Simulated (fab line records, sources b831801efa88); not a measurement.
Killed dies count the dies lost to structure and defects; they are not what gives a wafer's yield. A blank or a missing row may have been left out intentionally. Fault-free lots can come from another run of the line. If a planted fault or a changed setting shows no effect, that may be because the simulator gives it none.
fab line records | flow sky130
record: lots: 6 wafers: 18 last_day: 49
route steps=708 shown DNWELL@41 PWDE@45 NWELL@56 PAD_OPEN@708
lots that met no fault: taken from a fault-free run of the same line
start_h: the number of hours between the record's first day and the start of the first shown wafer of the lot | wait_h: hours since the lot's step before | " repeats the value in the row above | L1.1+2: a row that stands for several wafers | - either no value or no given start | * or withheld: withheld | < > ~ a bound
route shown NAME@n: a module of which the file shows steps, and the number in the route of the first | usual: average and standard deviation across the fault-free wafers | same: alike in all rows | chamber/n: place in a boat | sites: readings site by site | _std_site: how widely they spread, as a standard deviation | _edge_site: the outer-site mean with the inner-site mean subtracted | radius_mm: how far each site lies from the wafer's centre | mask NAME#n: copy n | behind: the last tool/chamber to shape the wafer | hold: why the lot went on hold/how many hours it stayed there/how the hold came to an end | device: the transistor (n, p or np) that didn't switch | end of line: the same wafers' tests at the end of the route | step lacking rows: just its recipe | killed: dies that structure and defects cost at the first sort, which is not the same as the wafer's yield | map: dies across one wafer; x = killed, . = not, _ = none there
set.NAME: setting as actually run; set.NAME@STEP: the setting as run at that earlier step | model.NAME: the simulator's own value behind a step, which no gauge read
lots at some steps of the route; a table a step, a row a wafer
services: a tool's chamber out of use, with start hour (start_h, from the record's first day; less than 0 if before it), hours out, and reason
== steps ==
step: SKY_DNWELL_DEVELOP_06
recipe: wall_angle_deg: 90 developer: TMAH develop_time_s: 60 dev_temp_c: 23
step: SKY_DNWELL_IMPLANT_07
recipe: species: P energy_kev: withheld dose_cm2: withheld tilt_deg: withheld
step: SKY_DNWELL_STRIP_08
recipe: chemistry: O2/N2 power_w: 1400 pressure_mtorr: 1500 platen_temp_c: withheld o2_flow_sccm: 3000 n2_flow_sccm: 300 overash_fraction: 0.5
usual: drypump_motor_current_A: 6.0/0.37 oes_product_au: 0.722/0.0047 strip_time_to_endpoint_s: 36.92/0.11
columns lot.wafer tool chamber start_h wait_h drypump_motor_current_A oes_product_au rf_hours_counter_h strip_time_to_endpoint_s
L821.1 plasma_asher-01 1 82.48 0.1 6.2 0.733 40 36.99
L821.2 " 0 " " 5.5 0.721 40 36.97
L821.3 " 1 " " 6.2 0.717 - 36.93
L824.1 plasma_asher-02 1 106.31 0.1 5.6 0.735 43 36.97
L824.3 " 1 " " 5.6 0.725 - 36.83
L824.6 " 0 " " 5.6 0.717 - 36.94
L826.2 plasma_asher-03 0 106.66 0.1 6.5 0.719 29 36.74
L826.3 " 1 " " 6.0 0.718 - 36.69
L826.4 " 0 " " 6.5 0.718 - 36.63
L825.1 plasma_asher-02 0 107.01 0.1 5.6 0.721 43 36.84
L825.2 " 1 " " 5.6 0.725 43 36.84
L825.4 " 1 " " 5.6 0.723 - 36.73
L832.2 plasma_asher-03 1 134.23 0.1 6.0 0.722 33 37.05
L832.3 " 1 " " 6.0 0.717 - 37.05
L832.6 " 0 " " 6.5 0.716 - 37.03
L833.1 plasma_asher-03 0 134.78 0.1 6.5 0.723 33 36.99
L833.2 " 1 " " 6.1 0.723 33 36.95
L833.5 " 0 " " 6.5 0.727 - 37.03
step: SKY_DNWELL_TW_MEAS_09
usual: DNWELL_TW: 1120/6.7
columns lot.wafer tool chamber start_h wait_h DNWELL_TW
L821.1 film_metro-01 - 82.58 0.1 1112
L821.2 " - " " 1114
L821.3 " - " " 1121
L824.1 film_metro-01 - 106.41 0.1 1118
L824.3 " - " " 1121
L824.6 " - " " 1113
L826.2 film_metro-04 - 106.77 0.1 1114
L826.3 " - " " 1115
L826.4 " - " " 1115
L825.1 film_metro-02 - 107.11 0.1 1127
L825.2 " - " " 1132
L825.4 " - " " 1127
L832.2 film_metro-01 - 134.34 0.1 1127
L832.3 " - " " 1125
L832.6 " - " " 1125
L833.1 film_metro-01 - 134.88 0.1 1129
L833.2 " - " " 1124
L833.5 " - " " 1126
step: SKY_PWDE_DEHYDRATE_00
recipe: temp_c: 200 time_s: 60
step: SKY_PWDE_HMDS_01
recipe: prime_time_s: 60 prime_temp_c: 120
step: SKY_PWDE_COAT_02
recipe: spin_rpm: 2000 resist_thk_nm: 3000
step: SKY_PWDE_SOFTBAKE_03
recipe: temp_c: 110 time_s: withheld
step: SKY_PWDE_EXPOSE_04
recipe: mask_id: PWDEM na: 0.6 source_shape: conventional sigma_outer: 0.6 polarization: unpolarized target_cd_nm: 840 dose_mj: 218.2
step: SKY_PWDE_PEB_05
recipe: temp_c: 115 time_s: withheld
step: SKY_PWDE_DEVELOP_06
recipe: wall_angle_deg: 90 developer: TMAH develop_time_s: 60 dev_temp_c: 23
step: SKY_PWDE_OVL_MEAS_07
usual: PWDE_OVL: -0.6/1.6
columns lot.wafer tool chamber start_h wait_h PWDE_OVL[nm]
L821.1 overlay-01 - 98.73 - 0.0
L821.2 " - " " 0.2
L821.3 " - " " -0.9
L824.1 overlay-02 - 124.58 - -2.3
L824.3 " - " " -1.9
L824.6 " - " " -1.5
L826.2 overlay-01 - 124.97 - -2.1
L826.3 " - " " -1.6
L826.4 " - " " -2.0
L825.1 overlay-01 - 125.31 - -0.4
L825.2 " - " " 1.8
L825.4 " - " " 1.1
L832.2 overlay-02 - 153.46 - -0.4
L832.3 " - " " -1.1
L832.6 " - " " -2.2
L833.1 overlay-01 - 153.53 - -1.3
L833.2 " - " " -1.7
L833.5 " - " " -0.5
step: SKY_PWDE_IMPLANT_08
recipe: species: B energy_kev: 150 dose_cm2: 3.6e+12 tilt_deg: withheld
usual: dose_ions_cm2: 3.6e+12/4.5e+09 faraday_current_uA: 20.3/0.38
columns lot.wafer tool chamber start_h wait_h dose_ions_cm2 faraday_current_uA
L821.1 implanter-04 0 98.77 0.0 3.594e+12 20.6
L821.2 " 0 " " 3.599e+12 20.5
L821.3 " 0 " " 3.593e+12 20.4
L824.1 implanter-01 0 124.61 0.0 3.595e+12 20.1
L824.3 " 0 " " 3.602e+12 20.6
L824.6 " 0 " " 3.601e+12 20.0
L826.2 implanter-02 0 125.02 0.0 3.602e+12 20.0
L826.3 " 0 " " 3.597e+12 20.4
L826.4 " 0 " " 3.609e+12 20.3
L825.1 implanter-01 0 125.35 0.0 3.601e+12 20.3
L825.2 " 0 " " 3.597e+12 19.5
L825.4 " 0 " " 3.595e+12 20.3
L832.2 implanter-02 0 153.52 0.0 4.064e+12 22.9
L832.3 " 0 " " 4.061e+12 23.5
L832.6 " 0 " " 4.066e+12 22.2
L833.1 implanter-02 0 153.64 0.1 4.053e+12 22.9
L833.2 " 0 " " 4.058e+12 23.0
L833.5 " 0 " " 4.06e+12 22.3
step: SKY_PWDE_STRIP_09
recipe: chemistry: O2/N2 power_w: 1400 pressure_mtorr: 1500 platen_temp_c: withheld o2_flow_sccm: 3000 n2_flow_sccm: 300 overash_fraction: 0.5
usual: drypump_motor_current_A: 5.9/0.39 oes_product_au: 0.722/0.0049 strip_time_to_endpoint_s: 36.94/0.1
columns lot.wafer tool chamber start_h wait_h drypump_motor_current_A oes_product_au rf_hours_counter_h strip_time_to_endpoint_s
L821.1 plasma_asher-03 0 98.92 0.1 6.5 0.729 29 36.86
L821.2 " 1 " " 6.0 0.717 29 36.93
L821.3 " 1 " " 6.0 0.721 - 36.91
L824.1 plasma_asher-04 1 124.76 0.1 5.4 0.722 44 37.01
L824.3 " 1 " " 5.4 0.720 - 36.93
L824.6 " 0 " " 6.0 0.723 - 37.00
L826.2 plasma_asher-04 0 125.15 0.1 6.1 0.718 44 36.96
L826.3 " 1 " " 5.4 0.725 - 37.02
L826.4 " 0 " " 6.1 0.723 - 36.98
L825.1 plasma_asher-04 0 125.50 0.1 6.1 0.721 44 37.05
L825.2 " 1 " " 5.4 0.730 44 36.88
L825.4 " 0 " " 6.1 0.730 - 36.93
L832.2 plasma_asher-02 1 153.64 0.1 5.6 0.722 46 36.98
L832.3 " 1 " " 5.5 0.726 - 37.20
L832.6 " 0 " " 5.6 0.716 - 37.07
L833.1 plasma_asher-03 0 153.79 0.1 6.5 0.719 34 36.86
L833.2 " 1 " " 6.1 0.726 34 36.83
L833.5 " 0 " " 6.5 0.730 - 36.80
step: SKY_PWDE_TW_MEAS_10
usual: PWDE_TW: 376.7/2.4
columns lot.wafer tool chamber start_h wait_h PWDE_TW
L821.1 film_metro-02 - 99.02 0.1 379.8
L821.2 " - " " 381.5
L821.3 " - " " 378.7
L824.1 film_metro-01 - 124.86 0.1 380.8
L824.3 " - " " 376.4
L824.6 " - " " 378.0
L826.2 film_metro-01 - 125.26 0.1 378.3
L826.3 " - " " 376.7
L826.4 " - " " 377.5
L825.1 film_metro-02 - 125.60 0.1 380.3
L825.2 " - " " 380.1
L825.4 " - " " 378.3
L832.2 film_metro-02 - 153.75 0.1 395.1
L832.3 " - " " 395.6
L832.6 " - " " 393.8
L833.1 film_metro-04 - 153.89 0.1 389.3
L833.2 " - " " 391.0
L833.5 " - " " 389.8
step: SKY_NWELL_DEHYDRATE_03
recipe: temp_c: 200 time_s: 60
step: SKY_NWELL_HMDS_04
recipe: prime_time_s: 60 prime_temp_c: 120
step: SKY_NWELL_COAT_05
recipe: spin_rpm: 2000 resist_thk_nm: 3000
step: SKY_NWELL_SOFTBAKE_06
recipe: temp_c: 110 time_s: withheld
step: SKY_NWELL_EXPOSE_07
recipe: mask_id: NWM na: 0.6 source_shape: conventional sigma_outer: 0.6 polarization: unpolarized target_cd_nm: 840 dose_mj: 255
step: SKY_NWELL_PEB_08
recipe: temp_c: 115 time_s: withheld
step: SKY_NWELL_DEVELOP_09
recipe: wall_angle_deg: 90 developer: TMAH develop_time_s: 60 dev_temp_c: 23
step: SKY_NWELL_OVL_MEAS_10
usual: NWELL_00_OVL: -0.4/1.6
columns lot.wafer tool chamber start_h wait_h NWELL_00_OVL[nm]
L821.1 overlay-02 - 116.61 - 0.1
L821.2 " - " " 0.7
L821.3 " - " " 0.6
L824.1 overlay-01 - 142.81 - -2.1
L824.3 " - " " -2.2
L824.6 " - " " -2.7
L826.2 overlay-02 - 143.59 - 0.6
L826.3 " - " " 0.0
L826.4 " - " " -0.7
L825.1 overlay-01 - 144.01 - -1.9
L825.2 " - " " 0.2
L825.4 " - " " -2.0
L832.2 overlay-01 - 173.59 - 1.4
L832.3 " - " " 1.7
L832.6 " - " " 0.5
L833.1 overlay-01 - 173.93 - 1.0
L833.2 " - " " 0.9
L833.5 " - " " 0.3
step: SKY_NWELL_IMPLANT_11
recipe: species: P energy_kev: 400 dose_cm2: 1.9e+13 tilt_deg: withheld
step: SKY_NWELL_IMPLANT_12
recipe: species: P energy_kev: 120 dose_cm2: 1.3e+12 tilt_deg: withheld
step: SKY_NWELL_IMPLANT_13
recipe: species: P energy_kev: 50 dose_cm2: 7e+11 tilt_deg: withheld
step: SKY_NWELL_STRIP_14
recipe: chemistry: O2/N2 power_w: 1400 pressure_mtorr: 1500 platen_temp_c: withheld o2_flow_sccm: 3000 n2_flow_sccm: 300 overash_fraction: 0.5
usual: drypump_motor_current_A: 5.7/0.31 oes_product_au: 0.723/0.0049 strip_time_to_endpoint_s: 36.95/0.093
columns lot.wafer tool chamber start_h wait_h drypump_motor_current_A oes_product_au rf_hours_counter_h strip_time_to_endpoint_s
L821.1 plasma_asher-04 0 117.09 0.1 6.0 0.731 43 36.98
L821.2 " 1 " " 5.3 0.712 43 36.97
L821.3 " 1 " " 5.3 0.723 - 36.92
L824.1 plasma_asher-04 0 143.29 0.1 6.1 0.718 46 37.13
L824.3 " 0 " " 6.1 0.730 - 37.12
L824.6 " 1 " " 5.3 0.722 - 37.13
L826.2 plasma_asher-01 1 144.07 0.1 6.2 0.727 3 36.93
L826.3 " 1 " " 6.2 0.720 - 36.93
L826.4 " 0 " " 5.5 0.726 - 36.85
L825.1 plasma_asher-04 0 144.49 0.1 6.0 0.726 46 36.97
L825.2 " 1 " " 5.4 0.720 46 36.95
L825.4 " 1 " " 5.4 0.722 - 36.99
L832.2 plasma_asher-04 1 174.07 0.1 5.3 0.714 48 37.09
L832.3 " 1 " " 5.4 0.726 - 37.08
L832.6 " 0 " " 6.0 0.721 - 37.16
L833.1 plasma_asher-02 1 174.42 0.1 5.6 0.729 48 36.88
L833.2 " 0 " " 5.6 0.722 48 36.97
L833.5 " 1 " " 5.6 0.720 - 37.00
step: SKY_NWELL_TW_MEAS_15
usual: NWELL_TW: 1833/12
columns lot.wafer tool chamber start_h wait_h NWELL_TW
L821.1 film_metro-02 - 117.19 0.1 1862
L821.2 " - " " 1859
L821.3 " - " " 1852
L824.1 film_metro-01 - 143.39 0.1 1831
L824.3 " - " " 1837
L824.6 " - " " 1842
L826.2 film_metro-01 - 144.18 0.1 1831
L826.3 " - " " 1819
L826.4 " - " " 1817
L825.1 film_metro-04 - 144.59 0.1 1823
L825.2 " - " " 1834
L825.4 " - " " 1832
L832.2 film_metro-04 - 174.18 0.1 1836
L832.3 " - " " 1834
L832.6 " - " " 1824
L833.1 film_metro-01 - 174.52 0.1 1825
L833.2 " - " " 1828
L833.5 " - " " 1831
step: SKY_NWELL_DEHYDRATE_16
recipe: temp_c: 200 time_s: 60
step: SKY_NWELL_HMDS_17
recipe: prime_time_s: 60 prime_temp_c: 120
step: SKY_NWELL_COAT_18
recipe: spin_rpm: 2000 resist_thk_nm: 3000
step: SKY_NWELL_SOFTBAKE_19
recipe: temp_c: 110 time_s: withheld
step: SKY_NWELL_EXPOSE_20
recipe: mask_id: NWM_COMPLEMENT na: 0.6 source_shape: conventional sigma_outer: 0.6 polarization: unpolarized target_cd_nm: 840 dose_mj: 260
step: SKY_NWELL_PEB_21
recipe: temp_c: 115 time_s: withheld
step: SKY_NWELL_DEVELOP_22
recipe: wall_angle_deg: 90 developer: TMAH develop_time_s: 60 dev_temp_c: 23
step: SKY_NWELL_OVL_MEAS_23
usual: NWELL_01_OVL: -0.3/1.3
columns lot.wafer tool chamber start_h wait_h NWELL_01_OVL[nm]
L821.1 overlay-02 - 135.51 - 0.1
L821.2 " - " " 0.2
L821.3 " - " " -0.2
L824.1 overlay-02 - 162.16 - -0.1
L824.3 " - " " -0.4
L824.6 " - " " 0.2
L826.2 overlay-02 - 163.16 - -0.2
L826.3 " - " " -1.3
L826.4 " - " " 0.7
L825.1 overlay-01 - 163.51 - 0.7
L825.2 " - " " 1.1
L825.4 " - " " -0.3
L832.2 overlay-01 - 194.91 - 0.7
L832.3 " - " " -0.7
L832.6 " - " " -2.6
L833.1 overlay-01 - 195.26 - 0.2
L833.2 " - " " 2.0
L833.5 " - " " 0.2
step: SKY_NWELL_IMPLANT_24
recipe: species: B energy_kev: 140 dose_cm2: 9.04e+12 tilt_deg: withheld
step: SKY_NWELL_STRIP_25
recipe: chemistry: O2/N2 power_w: 1400 pressure_mtorr: 1500 platen_temp_c: withheld o2_flow_sccm: 3000 n2_flow_sccm: 300 overash_fraction: 0.5
usual: drypump_motor_current_A: 5.8/0.32 oes_product_au: 0.723/0.0045 strip_time_to_endpoint_s: 36.96/0.12
columns lot.wafer tool chamber start_h wait_h drypump_motor_current_A oes_product_au rf_hours_counter_h strip_time_to_endpoint_s
L821.1 plasma_asher-04 1 135.69 0.1 5.4 0.716 45 36.89
L821.2 " 0 " " 6.1 0.720 45 36.87
L821.3 " 0 " " 6.0 0.726 - 36.80
L824.1 plasma_asher-01 1 162.34 0.1 6.2 0.736 5 36.87
L824.3 " 0 " " 5.5 0.717 - 36.89
L824.6 " 0 " " 5.5 0.719 - 36.87
L826.2 plasma_asher-01 0 163.34 0.1 5.5 0.726 5 37.00
L826.3 " 0 " " 5.5 0.719 - 36.87
L826.4 " 1 " " 6.2 0.720 - 36.99
L825.1 plasma_asher-02 0 163.69 0.1 5.6 0.719 47 36.73
L825.2 " 1 " " 5.6 0.715 47 36.68
L825.4 " 1 " " 5.6 0.718 - 36.78
L832.2 plasma_asher-01 1 195.09 0.1 6.2 0.715 9 37.03
L832.3 " 0 " " 5.5 0.718 - 36.86
L832.6 " 1 " " 6.2 0.728 - 36.92
L833.1 plasma_asher-04 0 195.44 0.1 6.1 0.718 50 37.04
L833.2 " 1 " " 5.3 0.722 50 36.90
L833.5 " 0 " " 6.1 0.723 - 36.98
step: SKY_NWELL_TW_MEAS_26
usual: NWELL_2_TW: 498/3.7
columns lot.wafer tool chamber start_h wait_h NWELL_2_TW
L821.1 film_metro-04 - 135.79 0.1 495
L821.2 " - " " 498
L821.3 " - " " 493
L824.1 film_metro-04 - 162.44 0.1 494
L824.3 " - " " 498
L824.6 " - " " 496
L826.2 film_metro-02 - 163.45 0.1 505
L826.3 " - " " 502
L826.4 " - " " 503
L825.1 film_metro-01 - 163.79 0.1 499
L825.2 " - " " 497
L825.4 " - " " 498
L832.2 film_metro-02 - 195.20 0.1 502
L832.3 " - " " 505
L832.6 " - " " 504
L833.1 film_metro-02 - 195.54 0.1 501
L833.2 " - " " 504
L833.5 " - " " 500
step: SKY_NWELL_CLEAN_27
recipe: chemistry: SC1/SC2 mix: 1:4:20 temp_c: 70 time_s: 150 dry: n2_spin
step: SKY_NWELL_RTA_28
recipe: temp_c: 1050 time_s: 30 idle_temp_c: 650 ramp_up_c_per_s: 150 ramp_down_c_per_s: 90 ambient: N2
usual: chamber_o2_ppm: 1.997/0.025 lamp_power_pct: 25.30/0.055 ramp_up_c_per_s: 150.00/0.025 wafer_temp_C_max: 1054.8/0.92
columns lot.wafer tool chamber start_h wait_h chamber_o2_ppm lamp_power_pct ramp_up_c_per_s wafer_temp_C_max
L821.1 rtp_anneal-01 0 135.90 0.0 1.989 25.30 149.99 1054.9
L821.2 " 0 " " 2.042 25.31 150.03 1055.3
L821.3 " 0 " " 2.006 25.29 150.03 1054.5
L824.1 rtp_anneal-01 0 162.56 0.0 1.955 25.29 149.97 1055.4
L824.3 " 0 " " 1.985 25.39 150.01 1055.7
L824.6 " 0 " " 1.984 25.30 149.99 1054.3
L826.2 rtp_anneal-02 0 163.57 0.0 2.001 25.31 149.99 1054.2
L826.3 " 0 " " 2.053 25.19 150.02 1056.5
L826.4 " 0 " " 2.048 25.34 150.04 1056.1
L825.1 rtp_anneal-01 0 163.95 0.0 2.034 25.30 150.00 1053.6
L825.2 " 0 " " 2.036 25.46 150.04 1055.1
L825.4 " 0 " " 2.034 25.33 150.02 1053.5
L832.2 rtp_anneal-01 0 195.32 0.0 2.028 25.22 150.00 1053.8
L832.3 " 0 " " 2.029 25.36 150.02 1055.0
L832.6 " 0 " " 2.000 25.41 150.05 1053.8
L833.1 rtp_anneal-02 0 195.65 0.0 1.951 25.20 150.01 1055.3
L833.2 " 0 " " 2.009 25.39 149.97 1054.1
L833.5 " 0 " " 1.981 25.28 149.99 1054.3
step: SKY_NWELL_RS_MEAS_29
recipe: thk_meas_gauge: four-point-probe
usual: NWELL_RS: 624.7/1.7
columns lot.wafer tool chamber start_h wait_h NWELL_RS[ohm/sq]
L821.1 film_metro-01 - 136.00 0.1 622.4
L821.2 " - " " 624.5
L821.3 " - " " 625.7
L824.1 film_metro-02 - 162.66 0.1 622.5
L824.3 " - " " 624.1
L824.6 " - " " 625.1
L826.2 film_metro-04 - 163.67 0.1 621.7
L826.3 " - " " 624.0
L826.4 " - " " 623.1
L825.1 film_metro-02 - 164.05 0.1 626.6
L825.2 " - " " 625.9
L825.4 " - " " 626.6
L832.2 film_metro-01 - 195.42 0.1 628.2
L832.3 " - " " 626.9
L832.6 " - " " 627.2
L833.1 film_metro-02 - 195.75 0.1 624.8
L833.2 " - " " 623.3
L833.5 " - " " 626.8
step: SKY_NWELL_RS_MEAS_31
recipe: thk_meas_gauge: four-point-probe
usual: PWDE_RS: 5269/17
columns lot.wafer tool chamber start_h wait_h PWDE_RS[ohm/sq]
L821.1 film_metro-01 - 136.24 0.1 5269
L821.2 " - " " 5265
L821.3 " - " " 5260
L824.1 film_metro-02 - 162.90 0.1 5262
L824.3 " - " " 5273
L824.6 " - " " 5255
L826.2 film_metro-04 - 163.91 0.1 5274
L826.3 " - " " 5275
L826.4 " - " " 5256
L825.1 film_metro-02 - 164.29 0.1 5255
L825.2 " - " " 5259
L825.4 " - " " 5264
L832.2 film_metro-01 - 195.66 0.1 4788
L832.3 " - " " 4795
L832.6 " - " " 4796
L833.1 film_metro-02 - 195.99 0.1 4793
L833.2 " - " " 4779
L833.5 " - " " 4785
step: SKY_PAD_OPEN_PROBE_99
usual: killed_at_M0_to_M3: 44/6.8 killed_at_M4_up: 3.1/1.8 killed_at_contacts: 25/5.2 killed_at_front_end: 15/4.1 killed_at_other: 0.3/0.62 killed_dies: 88/9.4 killed_on_rim: 17/3.7 killed_open: 48/7.1 killed_short: 40/6.1
same: gross_dies: 492 killed_at_back_side: 0
columns lot.wafer tool chamber start_h wait_h killed_at_M0_to_M3 killed_at_M4_up killed_at_contacts killed_at_front_end killed_at_other killed_dies killed_on_rim killed_open killed_short model.etest.res_p_drift_20v.line_ohm_um model.etest.res_p_drift_20v.rs_ohm_sq model.etest.res_pwde_under_gate.rs_ohm_sq
L821.1 prober-01 - 1104.68 0.1 34 1 23 15 1 74 17 37 37 1.211e+04 1.018e+04 6133
L821.2 prober-01 - 1104.73 0.1 45 3 27 16 0 91 13 47 43 1.128e+04 9464 6139
L821.3 prober-01 - 1104.78 0.2 42 1 23 18 0 84 19 45 39 1.204e+04 1.008e+04 6176
L824.1 prober-02 - 1130.83 0.1 47 3 23 8 0 81 21 45 36 1.258e+04 1.038e+04 6235
L824.3 prober-02 - 1130.93 0.2 49 1 27 13 0 90 22 58 32 1.15e+04 9673 6182
L824.6 prober-02 - 1131.08 0.2 46 2 33 10 3 94 20 50 44 1.198e+04 9880 6224
L826.2 prober-01 - 1132.38 0.1 66 3 17 17 1 104 23 59 45 1.128e+04 9582 6212
L826.3 prober-01 - 1132.43 0.2 49 6 20 23 0 98 16 49 49 1.105e+04 9275 6198
L826.4 prober-01 - 1132.48 0.2 43 5 21 21 0 90 25 48 42 1.144e+04 9579 6172
L825.1 prober-02 - 1134.24 0.1 46 3 33 15 0 97 20 56 41 1.076e+04 8999 6143
L825.2 prober-02 - 1134.29 0.1 43 1 33 11 0 88 12 51 37 1.058e+04 8653 6096
L825.4 prober-02 - 1134.39 0.2 59 1 37 19 0 116 18 66 50 1.09e+04 9120 6099
L832.2 prober-02 - 1158.03 0.1 44 1 27 10 3 85 17 43 39 1.009e+04 8530 5556
L832.3 prober-02 - 1158.08 0.2 37 4 27 15 0 83 13 41 42 9885 8371 5523
L832.6 prober-02 - 1158.23 0.2 26 3 24 25 1 79 12 35 44 9784 8239 5573
L833.1 prober-01 - 1164.10 0.1 46 4 24 18 0 92 23 54 36 9915 8218 5486
L833.2 prober-01 - 1164.15 0.1 50 4 25 24 1 104 22 57 46 1.058e+04 9000 5489
L833.5 prober-01 - 1164.30 0.2 43 4 21 18 0 86 14 48 38 1.089e+04 9172 5478
killed by level:class
L821.1 CONTACT:geometric_particle:open=8 LI_CONTACT:geometric_particle:open=7 VIA1:geometric_particle:open=7 METAL1:geometric_particle:short=6 FIELD_ISO:geometric_particle:short=5 POLY_GATE:geometric_particle:short=5 METAL2:geometric_particle:short=5 CONTACT:geometric_particle:short=5
L821.2 VIA1:geometric_particle:open=10 CONTACT:geometric_particle:open=9 LI_CONTACT:geometric_particle:open=7 METAL1:geometric_particle:short=7 VIA3:geometric_particle:open=7 LOCAL_INTERCONNECT:geometric_particle:short=6 VIA2:geometric_particle:open=5 POLY_GATE:geometric_particle:open=4
L821.3 VIA1:geometric_particle:open=12 CONTACT:geometric_particle:open=10 LOCAL_INTERCONNECT:geometric_particle:short=7 FIELD_ISO:geometric_particle:short=6 VIA3:geometric_particle:open=6 METAL2:geometric_particle:short=5 SPACER:geometric_particle:open=4 VIA1:geometric_particle:short=4
L824.1 VIA1:geometric_particle:open=16 LI_CONTACT:geometric_particle:open=7 CONTACT:geometric_particle:open=7 METAL2:geometric_particle:short=7 VIA2:geometric_particle:open=7 VIA1:geometric_particle:short=5 CONTACT:geometric_particle:short=4 VIA3:geometric_particle:open=4
L824.3 VIA1:geometric_particle:open=15 CONTACT:geometric_particle:open=13 VIA2:geometric_particle:open=12 VIA1:geometric_particle:short=7 CONTACT:geometric_particle:short=6 LI_CONTACT:geometric_particle:open=5 FIELD_ISO:geometric_particle:open=4 METAL1:geometric_particle:short=4
L824.6 CONTACT:geometric_particle:open=10 VIA1:geometric_particle:open=10 VIA2:geometric_particle:open=9 CONTACT:geometric_particle:short=9 METAL2:geometric_particle:short=7 LI_CONTACT:geometric_particle:open=6 METAL1:geometric_particle:short=5 VIA1:geometric_particle:short=5
L826.2 VIA1:geometric_particle:open=17 METAL1:geometric_particle:short=10 VIA3:geometric_particle:open=9 VIA2:geometric_particle:open=7 CONTACT:geometric_particle:open=6 POLY_GATE:geometric_particle:short=4 METAL2:geometric_particle:open=4 CONTACT:geometric_particle:short=4
L826.3 VIA1:geometric_particle:open=11 FIELD_ISO:geometric_particle:short=9 VIA3:geometric_particle:open=8 CONTACT:geometric_particle:open=7 METAL1:geometric_particle:short=7 VIA2:geometric_particle:open=6 VIA2:geometric_particle:short=6 FIELD_ISO:geometric_particle:open=5
L826.4 VIA1:geometric_particle:open=12 CONTACT:geometric_particle:open=8 VIA1:geometric_particle:short=6 VIA2:geometric_particle:open=6 POLY_GATE:geometric_particle:short=5 FIELD_ISO:geometric_particle:open=4 LI_CONTACT:geometric_particle:open=4 LOCAL_INTERCONNECT:geometric_particle:short=4
L825.1 CONTACT:geometric_particle:open=13 VIA1:geometric_particle:open=11 VIA2:geometric_particle:open=10 LI_CONTACT:geometric_particle:open=8 METAL2:geometric_particle:short=6 POLY_GATE:geometric_particle:open=5 VIA3:geometric_particle:open=5 FIELD_ISO:geometric_particle:short=4
L825.2 CONTACT:geometric_particle:open=14 VIA2:geometric_particle:open=9 LOCAL_INTERCONNECT:geometric_particle:short=7 VIA1:geometric_particle:open=7 VIA3:geometric_particle:open=6 CONTACT:geometric_particle:short=6 METAL1:geometric_particle:short=5 LI_CONTACT:geometric_particle:open=5
L825.4 CONTACT:geometric_particle:open=18 VIA1:geometric_particle:open=12 LI_CONTACT:geometric_particle:open=9 VIA3:geometric_particle:open=9 POLY_GATE:geometric_particle:short=7 VIA3:geometric_particle:short=7 VIA2:geometric_particle:open=6 METAL1:geometric_particle:short=6
L832.2 LI_CONTACT:geometric_particle:open=8 VIA1:geometric_particle:open=8 METAL1:geometric_particle:short=6 LI_CONTACT:geometric_particle:short=6 VIA1:geometric_particle:short=5 LOCAL_INTERCONNECT:geometric_particle:short=5 CONTACT:geometric_particle:open=5 VIA2:geometric_particle:open=5
L832.3 CONTACT:geometric_particle:short=11 VIA2:geometric_particle:open=10 LI_CONTACT:geometric_particle:open=8 CONTACT:geometric_particle:open=5 VIA3:geometric_particle:open=5 METAL3:geometric_particle:short=5 POLY_GATE:geometric_particle:short=4 METAL1:geometric_particle:short=4
L832.6 FIELD_ISO:geometric_particle:short=8 VIA3:geometric_particle:open=6 POLY_GATE:geometric_particle:short=5 LI_CONTACT:geometric_particle:short=5 LOCAL_INTERCONNECT:geometric_particle:short=5 CONTACT:geometric_particle:open=5 METAL1:geometric_particle:short=5 FIELD_ISO:geometric_particle:open=4
L833.1 VIA2:geometric_particle:open=10 CONTACT:geometric_particle:open=9 VIA1:geometric_particle:open=9 LI_CONTACT:geometric_particle:open=8 METAL1:geometric_particle:short=8 POLY_GATE:geometric_particle:open=5 FIELD_ISO:geometric_particle:short=4 POLY_GATE:geometric_particle:short=4
L833.2 VIA1:geometric_particle:open=11 CONTACT:geometric_particle:open=9 VIA2:geometric_particle:open=9 FIELD_ISO:geometric_particle:open=8 VIA3:geometric_particle:open=7 METAL1:geometric_particle:short=6 FIELD_ISO:geometric_particle:short=5 LI_CONTACT:geometric_particle:open=5
L833.5 VIA1:geometric_particle:open=13 VIA2:geometric_particle:open=9 VIA3:geometric_particle:open=8 FIELD_ISO:geometric_particle:short=7 LI_CONTACT:geometric_particle:open=4 LI_CONTACT:geometric_particle:short=4 VIA1:geometric_particle:short=4 LOCAL_INTERCONNECT:geometric_particle:short=4
== services ==
columns tool chamber start_h hours kind
plasma_asher-04 - 59.15 2.8 pm
plasma_asher-04 - 62.91 2.1 repair
implanter-04 - 89.64 1.8 repair
plasma_asher-01 - 108.75 9.0 pm
plasma_asher-01 0 108.75 9.0 vent_cycle
plasma_asher-01 1 108.75 9.0 vent_cycle
implanter-04 - 116.39 30.5 pm
plasma_asher-01 0 117.75 - clean
plasma_asher-01 1 117.75 - clean
plasma_asher-02 - 122.74 14.6 pm
implanter-01 - 145.80 22.8 repair
implanter-04 - 150.60 4.2 repair
plasma_asher-04 - 158.49 7.1 repair
plasma_asher-04 - 165.04 4.0 repair
implanter-04 - 175.38 2.6 repair
implanter-01 - 175.81 1.8 pm
implanter-02 - 181.94 1.7 repair
implanter-01 - 189.23 100.9 repair
== key ==
first_sign: step: SKY_PWDE_IMPLANT_08 reading: dose_ions_cm2 direction: up sigmas: 99+ usual: * struck: *
effect: step: SKY_PWDE_IMPLANT_08 reading: faraday_current_uA direction: up sigmas: 6.6 usual: 20.3 struck: 22.8
effect: step: SKY_PWDE_TW_MEAS_10 reading: PWDE_TW direction: up sigmas: 6.5 usual: 376.7 struck: 392.4
effect: step: SKY_NWELL_RS_MEAS_31 reading: PWDE_RS direction: down sigmas: 27 usual: 5269 struck: 4789
model_effect: step: SKY_PAD_OPEN_PROBE_99 value: etest.res_p_drift_20v.line_ohm_um without: 1.136e+04 struck: 1.019e+04
met_at SKY_PWDE_IMPLANT_08
struck_wafers L832.2,L832.3,L832.6,L833.1,L833.2,L833.5
tester_left_out L832,L833
onset_between 125.02 153.52
fault: kind: process_parameter_drift tool: implanter-02 chamber: - onset_h: 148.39 steps: SKY_PWDE_IMPLANT_08 channel: dose_cm2 offset: * shape: step end_h: 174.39 acts_in: * stated: *
tester_left_out: of these lots the tester's yield and bins aren't shown, on N5 and GAA mostly nor the transistor test; their killed dies are dies lost to structure and defects alone, not to doping, threshold or leakage, so they don't give the yield
